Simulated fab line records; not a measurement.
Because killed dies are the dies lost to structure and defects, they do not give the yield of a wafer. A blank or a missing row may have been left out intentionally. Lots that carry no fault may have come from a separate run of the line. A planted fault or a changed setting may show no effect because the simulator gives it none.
Comparing a struck lot with a sound one / flow gf180mcu / 18 steps out of a route of 602
Sound: the wafers L267.3, L267.5, L267.6. The struck wafers were L260.1, L260.3, L260.6. The cause comes at the end.
At each step with rows: each side's tool, then ch and its chambers, then its first start. Under that, the readings that differ: sound wafers / struck wafers / difference of the means / sigmas: that difference in standard deviations of wafers without a fault.
alike: readings whose means differ by less than 2 such deviations, and words and numbers that are the same on both sides. not compared: withheld readings, readings that some wafer has no value for, bounds like >300 that may hide the same value, and numbers for which the record gives no deviation and whose values overlap.
A row with sigmas, a row that says differs or no value, or rows on one side alone: a step with any of these is where the two part. Numbers that don't overlap but have no deviation are shown without sigmas and don't part them. A reading that every wafer of one side lacks parts them only if that side has two wafers or more.

first, 2 steps without rows for these wafers: GF_CONTACT_PEB_12 (peb time 90 s); GF_CONTACT_DEVELOP_13 (develop time 60 s).
GF_CONTACT_CD_MEAS_14 targets a cd of 220 nm.
  struck on cd sem-01, day 19 14:50; sound on cd sem-01, day 22 10:49
  alike: cd nm
GF_CONTACT_OVL_MEAS_15:
  struck on overlay-01, day 19 14:58; sound on overlay-02, day 22 10:55
  alike: CONTACT_OVL
GF_CONTACT_ETCH_16: etches BARC in N2/H2.
  sound on rie diel-01 ch 0,3, day 22 10:56; struck on rie diel-01 ch 0,3, day 19 14:59
  alike: drypump motor current A, h2 flow sccm, oes product au, throttle valve pct
GF_CONTACT_ETCH_17: etches SiO2 in C4F8/O2/Ar, stops on CoSi2, target depth 860 nm.
  sound on rie diel-01 ch 0,3; struck on rie diel-01 ch 0,3
  alike: oes product au
GF_CONTACT_STRIP_18: strips in O2/N2.
  sound on plasma asher-03 ch 0,1, day 22 11:08; struck on plasma asher-03 ch 0,1, day 19 15:10
  alike: drypump motor current A, heater power w, oes product au
  not compared: rf hours counter h
then, 3 steps without rows for these wafers: GF_CONTACT_CLEAN_19 (cleans in SPM); GF_CONTACT_CLEAN_20 (cleans in DIW); GF_CONTACT_CLEAN_21 (cleans in dHF, time 20 s).
GF_CONTACT_SPUTTER_22: material Ti, target thk 15 nm, time 80.02 s.
  struck on pvd sputter-01, day 19 15:27; sound on pvd sputter-01, day 22 11:24
  alike: cathode dc power W, throttle valve pct
GF_CONTACT_SPUTTER_23: material TiN, target thk 10 nm, time 40 s.
  struck on pvd sputter-01, day 19 15:31; sound on pvd sputter-01, day 22 11:28
  alike: cathode dc power W, throttle valve pct
GF_CONTACT_CVD_24: deposits W, target thk 300 nm, time 90.339 s.
  sound on cvd w-01 ch 0,1, day 22 11:32; struck on cvd w-02 ch 0, day 19 15:33
reading=susceptor temp C (C); sound=400.23 399.85 400.00; struck=370.65 370.73 370.43; difference=-29.42; sigmas=-99 or more
reading=model.W_of_CONTACT_CVD_24.thk nm (nm); sound=304.4 303.3 304.1; struck=174.1 174.9 175.8; difference=-129.0; sigmas=
  alike: chamber pressure Torr, heater power w
GF_CONTACT_RS_MEAS_25: uses a four-point probe to measure.
  struck on film metro-02, day 19 15:39; sound on film metro-02, day 22 11:38
reading=CONTACT_W_RS (ohm/sq); sound=0.377 0.378 0.377; struck=0.665 0.662 0.658; difference=+0.284; sigmas=+77
GF_CONTACT_THK_MEAS_26: measures by xrf.
  struck on film metro-02, day 19 15:46; sound on film metro-02, day 22 11:44
reading=CONTACT_W_THK (nm); sound=304 303 303; struck=174 174 175; difference=-129; sigmas=-31
GF_CONTACT_CMP_27: polishes, stops on SiO2, t overpolish 15 s, target thk 0 nm.
  sound on cmp-01 ch 0,3, day 22 11:50; struck on cmp-02 ch 1,2,3, day 19 15:50
reading=time to endpoint s (s); sound=70.9 70.8 74.2; struck=42.2 40.2 40.0; difference=-31.2; sigmas=-13
  alike: motor current A
then, 2 steps without rows for these wafers: GF_M1_SPUTTER_00 (material Ti, target thk 37.5 nm, time 150 s); GF_PASSIVATION_PROBE_99.

WHERE THEY PART
Last at GF_CONTACT_CMP_27 as far as this record goes, first at GF_CONTACT_CVD_24.

WHY: what the simulator had put in
cvd w-02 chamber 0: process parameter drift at GF_CONTACT_CVD_24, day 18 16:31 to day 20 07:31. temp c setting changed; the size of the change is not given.
